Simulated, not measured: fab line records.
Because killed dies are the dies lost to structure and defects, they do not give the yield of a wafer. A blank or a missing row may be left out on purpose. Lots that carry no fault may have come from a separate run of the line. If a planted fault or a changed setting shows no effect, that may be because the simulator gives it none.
fab line records	flow sky130
record lots=6	wafers=18	last_day=49
route steps=708 shown NWELL@76 PWDE@84 VT_ADJUST_HVTP@85 PAD_OPEN@708
lots that met no fault: taken from a fault-free run of the same line
start_h: start of the lot's first displayed wafer, in hours after the record's first day	wait_h: time in hours since the lot's previous step	" the same as in the row above	L1.1+2: a row that stands for several wafers	- no value present, or no start provided	* or withheld: withheld	< > ~ a bound
route shown NAME@n: NAME is a module with steps in the file, n the number in the route of the first one	usual: mean and standard deviation over wafers with no fault	same: alike in all rows	chamber/n: place in a boat	sites: per-site readings	_std_site: standard deviation of those values	_edge_site: the outer-site mean with the inner-site mean subtracted	radius_mm: for every site, how far away it sits from the centre of the wafer	mask NAME#n: copy n	behind: the most recent tool/chamber to have shaped the wafer	hold: the reason the lot was held/the length of the hold in hours/how it ended	device: transistor that didn't switch, given as n, p or np	end of line: the same wafers' tests at the end of the route	where a step has no rows: the recipe by itself	killed: not the wafer's yield, but the dies lost to structure and defects at the first sort	map: dies across one wafer; x = killed, . = not, _ = none there
set.NAME: setting as actually run; set.NAME@STEP: the setting as run at that earlier step	model.NAME: the simulator's own value behind a step, which no gauge read
certain route steps with their lots: each step a table, each wafer a row
services: a tool's chamber out of use, with start hour (start_h, from the record's first day; less than 0 if before it), hours out, and reason
## steps
# step SKY_NWELL_OVL_MEAS_23
# usual NWELL_01_OVL=0.8/1.6
lot.wafer	tool	chamber	start_h	wait_h	NWELL_01_OVL[nm]
L403.4	overlay-01	-	121.58	-	3.8
L403.5	"	-	"	"	4.3
L403.6	"	-	"	"	3.0
L404.1	overlay-01	-	127.21	-	0.4
L404.3	"	-	"	"	-0.2
L404.6	"	-	"	"	-0.5
L408.1	overlay-01	-	152.82	-	2.4
L408.2	"	-	"	"	1.0
L408.5	"	-	"	"	1.7
L409.3	overlay-02	-	157.30	-	2.5
L409.4	"	-	"	"	2.8
L409.5	"	-	"	"	1.4
L414.2	overlay-01	-	196.77	-	1.3
L414.4	"	-	"	"	0.7
L414.6	"	-	"	"	3.0
L418.1	overlay-01	-	212.11	-	0.1
L418.2	"	-	"	"	0.7
L418.5	"	-	"	"	-0.7
# step SKY_NWELL_IMPLANT_24
# recipe species=B	energy_kev=140	dose_cm2=9.2e+12	tilt_deg=withheld
# step SKY_NWELL_STRIP_25
# recipe chemistry=O2/N2	power_w=1400	pressure_mtorr=1500	platen_temp_c=withheld	o2_flow_sccm=3000	n2_flow_sccm=300	overash_fraction=0.5
# usual drypump_motor_current_A=5.89/0.27	oes_product_au=0.723/0.0045	strip_time_to_endpoint_s=36.98/0.098
lot.wafer	tool	chamber	start_h	wait_h	drypump_motor_current_A	oes_product_au	rf_hours_counter_h	strip_time_to_endpoint_s
L403.4	plasma_asher-01	0	121.79	0.1	5.70	0.722	-	37.09
L403.5	"	1	"	"	5.76	0.726	-	37.24
L403.6	"	0	"	"	5.67	0.718	-	37.17
L404.1	plasma_asher-03	0	127.40	0.1	6.14	0.720	1	36.86
L404.3	"	1	"	"	5.93	0.729	-	36.87
L404.6	"	1	"	"	5.92	0.722	-	37.04
L408.1	plasma_asher-01	0	153.00	0.1	5.71	0.717	52	36.99
L408.2	"	1	"	"	5.73	0.722	52	36.96
L408.5	"	1	"	"	5.74	0.722	-	37.01
L409.3	plasma_asher-03	0	157.51	0.1	6.14	0.721	-	36.94
L409.4	"	1	"	"	5.97	0.723	-	37.01
L409.5	"	1	"	"	5.94	0.730	-	37.02
L414.2	plasma_asher-01	1	196.95	0.1	5.74	0.713	56	36.84
L414.4	"	1	"	"	5.76	0.730	-	36.87
L414.6	"	0	"	"	5.73	0.721	-	36.93
L418.1	plasma_asher-03	0	212.30	0.1	6.12	0.723	6	36.85
L418.2	"	1	"	"	5.99	0.728	6	36.87
L418.5	"	0	"	"	6.14	0.723	-	36.86
# step SKY_NWELL_TW_MEAS_26
# usual NWELL_2_TW=500/5.5
lot.wafer	tool	chamber	start_h	wait_h	NWELL_2_TW
L403.4	film_metro-02	-	121.88	0.1	499
L403.5	"	-	"	"	496
L403.6	"	-	"	"	497
L404.1	film_metro-03	-	127.50	0.1	491
L404.3	"	-	"	"	493
L404.6	"	-	"	"	493
L408.1	film_metro-02	-	153.10	0.1	500
L408.2	"	-	"	"	498
L408.5	"	-	"	"	500
L409.3	film_metro-03	-	157.59	0.1	498
L409.4	"	-	"	"	495
L409.5	"	-	"	"	496
L414.2	film_metro-01	-	197.06	0.1	507
L414.4	"	-	"	"	509
L414.6	"	-	"	"	507
L418.1	film_metro-01	-	212.40	0.1	506
L418.2	"	-	"	"	506
L418.5	"	-	"	"	506
# step SKY_NWELL_CLEAN_27
# recipe chemistry=SC1/SC2	mix=1:4:20	temp_c=70	time_s=150	dry=n2_spin
# step SKY_NWELL_RTA_28
# recipe temp_c=1050	time_s=30	idle_temp_c=650	ramp_up_c_per_s=150	ramp_down_c_per_s=90	ambient=N2
# usual anneal_temp_c_max=1055.1/1	lamp_power_pct=25.31/0.054	wafer_temp_C_max=1054.9/1
lot.wafer	tool	chamber	start_h	wait_h	anneal_temp_c_max	lamp_power_pct	wafer_temp_C_max
L403.4	rtp_anneal-02	0	122.02	0.1	1055.8	25.36	1054.8
L403.5	"	0	"	"	1055.6	25.34	1054.6
L403.6	"	0	"	"	1054.4	25.30	1054.8
L404.1	rtp_anneal-01	0	127.61	0.0	1056.7	25.30	1053.9
L404.3	"	0	"	"	1056.4	25.33	1053.8
L404.6	"	0	"	"	1055.5	25.35	1054.4
L408.1	rtp_anneal-02	0	153.21	0.0	1054.1	25.34	1055.7
L408.2	"	0	"	"	1053.4	25.32	1054.6
L408.5	"	0	"	"	1053.1	25.31	1056.4
L409.3	rtp_anneal-01	0	157.72	0.0	1055.0	25.34	1054.6
L409.4	"	0	"	"	1055.7	25.32	1055.3
L409.5	"	0	"	"	1053.0	25.30	1053.7
L414.2	rtp_anneal-01	0	197.17	0.0	1055.4	25.36	1054.3
L414.4	"	0	"	"	1056.9	25.27	1054.3
L414.6	"	0	"	"	1055.7	25.35	1054.5
L418.1	rtp_anneal-02	0	212.51	0.0	1057.2	25.33	1054.5
L418.2	"	0	"	"	1056.5	25.35	1053.9
L418.5	"	0	"	"	1054.8	25.32	1054.7
# step SKY_NWELL_RS_MEAS_29
# recipe thk_meas_gauge=four-point-probe
# usual NWELL_RS=624.9/1.8
lot.wafer	tool	chamber	start_h	wait_h	NWELL_RS[ohm/sq]
L403.4	film_metro-03	-	122.13	0.1	624.6
L403.5	"	-	"	"	625.5
L403.6	"	-	"	"	626.2
L404.1	film_metro-01	-	127.81	0.2	625.3
L404.3	"	-	"	"	624.8
L404.6	"	-	"	"	625.1
L408.1	film_metro-01	-	153.31	0.1	630.1
L408.2	"	-	"	"	627.3
L408.5	"	-	"	"	626.3
L409.3	film_metro-03	-	157.82	0.1	628.6
L409.4	"	-	"	"	627.6
L409.5	"	-	"	"	628.3
L414.2	film_metro-03	-	197.28	0.1	625.3
L414.4	"	-	"	"	624.9
L414.6	"	-	"	"	628.1
L418.1	film_metro-02	-	212.71	0.2	623.9
L418.2	"	-	"	"	621.1
L418.5	"	-	"	"	623.7
# step SKY_NWELL_RS_MEAS_31
# recipe thk_meas_gauge=four-point-probe
# usual PWDE_RS=5270/18
lot.wafer	tool	chamber	start_h	wait_h	PWDE_RS[ohm/sq]
L403.4	film_metro-03	-	122.37	0.1	5285
L403.5	"	-	"	"	5276
L403.6	"	-	"	"	5291
L404.1	film_metro-01	-	128.05	0.1	5244
L404.3	"	-	"	"	5264
L404.6	"	-	"	"	5220
L408.1	film_metro-01	-	153.55	0.1	5257
L408.2	"	-	"	"	5274
L408.5	"	-	"	"	5289
L409.3	film_metro-03	-	158.06	0.1	5270
L409.4	"	-	"	"	5290
L409.5	"	-	"	"	5272
L414.2	film_metro-03	-	197.52	0.1	5271
L414.4	"	-	"	"	5273
L414.6	"	-	"	"	5300
L418.1	film_metro-02	-	212.95	0.1	5271
L418.2	"	-	"	"	5272
L418.5	"	-	"	"	5283
# step SKY_VT_ADJUST_HVTP_DEHYDRATE_00
# recipe temp_c=200	time_s=60
# step SKY_VT_ADJUST_HVTP_HMDS_01
# recipe prime_time_s=60	prime_temp_c=120
# step SKY_VT_ADJUST_HVTP_COAT_02
# recipe resist=NOVOLAK	spin_rpm=3000	resist_thk_nm=1140
# step SKY_VT_ADJUST_HVTP_SOFTBAKE_03
# recipe temp_c=90	time_s=60	resist=NOVOLAK
# usual heater_power_total_W=56.60/0.042	plate_temp_C=90.01/0.12
lot.wafer	tool	chamber	start_h	wait_h	heater_power_total_W	plate_temp_C	model.NOVOLAK_of_VT_ADJUST_HVTP_COAT_02.thk_nm
L403.4	litho_track-01	0	131.41	0.1	56.62	89.91	1140
L403.5	"	0	"	"	56.65	90.05	1139
L403.6	"	0	"	"	56.53	90.13	1143
L404.1	litho_track-01	0	136.69	0.1	56.60	90.11	1144
L404.3	"	0	"	"	56.59	90.16	1145
L404.6	"	0	"	"	56.60	90.09	1146
L408.1	litho_track-01	0	162.29	0.1	59.32	92.98	1134
L408.2	"	0	"	"	59.32	93.24	1133
L408.5	"	0	"	"	59.36	93.22	1130
L409.3	litho_track-01	0	168.89	0.1	59.31	93.22	1134
L409.4	"	0	"	"	59.44	93.17	1135
L409.5	"	0	"	"	59.41	93.17	1130
L414.2	litho_track-03	0	208.24	0.1	56.62	90.04	1139
L414.4	"	0	"	"	56.56	90.08	1140
L414.6	"	0	"	"	56.65	90.06	1144
L418.1	litho_track-03	0	224.02	0.1	56.64	89.98	1139
L418.2	"	0	"	"	56.63	90.10	1143
L418.5	"	0	"	"	56.59	90.11	1143
# step SKY_VT_ADJUST_HVTP_EXPOSE_04
# recipe mask_id=HVTPM	na=0.6	source_shape=conventional	sigma_outer=0.6	polarization=unpolarized	target_cd_nm=380	dose_mj=140
# step SKY_VT_ADJUST_HVTP_PEB_05
# recipe temp_c=withheld	time_s=*	resist=NOVOLAK
# step SKY_VT_ADJUST_HVTP_DEVELOP_06
# recipe resist=NOVOLAK	developer=TMAH	develop_time_s=60	dev_temp_c=23
lot.wafer	tool	chamber	start_h	wait_h	model.NOVOLAK_of_VT_ADJUST_HVTP_COAT_02.thk_nm
L403.4	litho_track-03	0	140.69	0.1	1139
L403.5	"	0	"	"	1138
L403.6	"	0	"	"	1142
L404.1	litho_track-01	0	146.84	0.1	1143
L404.3+6	"	0	"	"	1145
L408.1	litho_track-01	0	173.04	0.1	1134
L408.2	"	0	"	"	1133
L408.5	"	0	"	"	1130
L409.3	litho_track-02	0	178.67	0.1	1133
L409.4	"	0	"	"	1135
L409.5	"	0	"	"	1130
L414.2	litho_track-01	0	219.16	0.1	1139
L414.4	"	0	"	"	1140
L414.6	"	0	"	"	1143
L418.1	litho_track-01	0	235.24	0.1	1138
L418.2	"	0	"	"	1142
L418.5	"	0	"	"	1143
# step SKY_VT_ADJUST_HVTP_CD_MEAS_07
# recipe target_cd_nm=380
# usual cd_nm=380.4/2.6
lot.wafer	tool	chamber	start_h	wait_h	cd_nm
L403.4	cd_sem-02	-	140.83	0.1	379.1
L403.5	"	-	"	"	381.4
L403.6	"	-	"	"	380.1
L404.1	cd_sem-01	-	146.99	0.1	378.8
L404.3	"	-	"	"	381.2
L404.6	"	-	"	"	380.9
L408.1	cd_sem-01	-	173.19	0.1	383.9
L408.2	"	-	"	"	384.8
L408.5	"	-	"	"	385.2
L409.3	cd_sem-02	-	178.90	0.2	380.8
L409.4	"	-	"	"	382.9
L409.5	"	-	"	"	385.0
L414.2	cd_sem-01	-	219.31	0.1	380.8
L414.4	"	-	"	"	382.8
L414.6	"	-	"	"	380.6
L418.1	cd_sem-02	-	235.39	0.1	374.6
L418.2	"	-	"	"	377.4
L418.5	"	-	"	"	376.4
# step SKY_PAD_OPEN_PROBE_99
# usual killed_at_M0_to_M3=43/7.6	killed_at_M4_up=2.8/1.9	killed_at_contacts=24/4.7	killed_at_front_end=16/4.4	killed_at_other=0.2/0.4	killed_dies=86/9.9	killed_open=47/8.2	killed_short=39/6.3
# same gross_dies=492	killed_at_back_side=0
lot.wafer	tool	chamber	start_h	wait_h	killed_at_M0_to_M3	killed_at_M4_up	killed_at_contacts	killed_at_front_end	killed_at_other	killed_dies	killed_open	killed_short
L408.1	prober-01	-	1125.23	0.1	37	1	21	13	0	72	38	34
L408.2	prober-01	-	1125.28	0.1	44	1	23	9	0	77	44	33
L408.5	prober-01	-	1125.43	0.2	47	3	17	21	0	88	46	42
# killed by level:class
L408.1 CONTACT:geometric_particle:open=9 METAL2:geometric_particle:short=8 VIA2:geometric_particle:open=7 VIA1:geometric_particle:open=5 FIELD_ISO:geometric_particle:open=4 FIELD_ISO:geometric_particle:short=4 LOCAL_INTERCONNECT:geometric_particle:short=4 CONTACT:geometric_particle:short=4
L408.2 VIA3:geometric_particle:open=11 VIA1:geometric_particle:open=9 CONTACT:geometric_particle:open=8 LI_CONTACT:geometric_particle:open=7 METAL1:geometric_particle:short=7 CONTACT:geometric_particle:short=5 VIA1:geometric_particle:short=4 METAL3:geometric_particle:short=4
L408.5 VIA1:geometric_particle:open=10 VIA2:geometric_particle:open=9 METAL2:geometric_particle:short=8 CONTACT:geometric_particle:short=6 CONTACT:geometric_particle:open=6 FIELD_ISO:geometric_particle:open=5 VIA1:geometric_particle:short=4 SPACER:geometric_particle:open=4
## services
tool	chamber	start_h	hours	kind
plasma_asher-03	-	108.75	9.0	pm
plasma_asher-03	0	108.75	9.0	vent_cycle
plasma_asher-03	1	108.75	9.0	vent_cycle
plasma_asher-03	0	117.75	-	clean
plasma_asher-03	1	117.75	-	clean
plasma_asher-03	-	129.83	25.0	pm
## key
first_sign step=SKY_VT_ADJUST_HVTP_SOFTBAKE_03	reading=heater_power_total_W	direction=up	sigmas=66	usual=*	struck=*
effect step=SKY_VT_ADJUST_HVTP_SOFTBAKE_03	reading=plate_temp_C	direction=up	sigmas=25	usual=*	struck=*
model_effect step=SKY_VT_ADJUST_HVTP_SOFTBAKE_03	value=NOVOLAK_of_VT_ADJUST_HVTP_COAT_02.thk_nm	without=1142	struck=1133
model_effect step=SKY_VT_ADJUST_HVTP_DEVELOP_06	value=NOVOLAK_of_VT_ADJUST_HVTP_COAT_02.thk_nm	without=1142	struck=1132
met_at SKY_VT_ADJUST_HVTP_SOFTBAKE_03
struck_wafers L408.1,L408.2,L408.5,L409.3,L409.4,L409.5
tester_left_out L408,L409
onset_between 136.69 162.29
fault kind=process_parameter_drift	tool=litho_track-01	chamber=-	onset_h=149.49	steps=SKY_VT_ADJUST_HVTP_SOFTBAKE_03	channel=temp_c	offset=*	shape=step	end_h=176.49	acts_in=*	stated=*
# tester_left_out: of these lots the tester's yield and bins aren't shown, on N5 and GAA mostly nor the transistor test; their killed dies are dies lost to structure and defects alone, not to doping, threshold or leakage, so they don't give the yield
